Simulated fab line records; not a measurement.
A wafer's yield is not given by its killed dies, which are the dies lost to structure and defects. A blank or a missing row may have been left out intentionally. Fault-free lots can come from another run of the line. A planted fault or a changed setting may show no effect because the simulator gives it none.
Matching of chambers -- flow gf180mcu -- 4 sister chambers for GF_V3_CMP_04 on cmp-02
The step polishes SiO2. 8 wafers are shown with their chamber, then 7 later ones without.

WAFERS WITH THEIR CHAMBER
wafer,chamber,motor_current_A (A),time_to_endpoint_s (s)
L911.6,0,13.1,84
L912.5,1,14.0,82
L912.6,2,14.1,83
L921.2,0,13.2,79
L921.4,3,12.6,88
L921.6,3,12.1,86
L924.3,1,13.6,74
L924.4,2,14.6,84

WAFERS WITH NO CHAMBER GIVEN
wafer,motor_current_A (A),time_to_endpoint_s (s)
L924.6,13.3,76
L925.1,13.7,86
L925.4,13.9,85
L925.6,13.4,86
L926.1,12.3,84
L926.4,14.6,87
L926.5,12.8,85

CHAMBER TAKEN BY EACH
wafer,from the rows above,in truth
L924.6,can't be placed: 0 or 1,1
L925.1,can't be placed: 0 or 1 or 2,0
L925.4,can't be placed: 2 or 1 or 0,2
L925.6,can't be placed: 0 or 1 or 2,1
L926.1,3,3
L926.4,2,2
L926.5,can't be placed: 0 or 3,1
Correct placement for 2 of the 7. These rows do not allow placing 5 (true chamber among the candidates in 4). Wrongly placed: 0.
How it was worked out, from the rows above alone: a wafer's distance from a chamber is the root of the sum, over the readings, of the square of ((its reading less the chamber's mean) divided by the reading's scatter). The wafer belongs to the nearest chamber; if the next one is less than 2 further off, it can't be placed. For every chamber, the mean is computed from those of its wafers that are shown. The scatter: take each reading less its chamber's mean, square it, sum over the shown wafers, divide by the number of wafers less the number of chambers, and take the root.
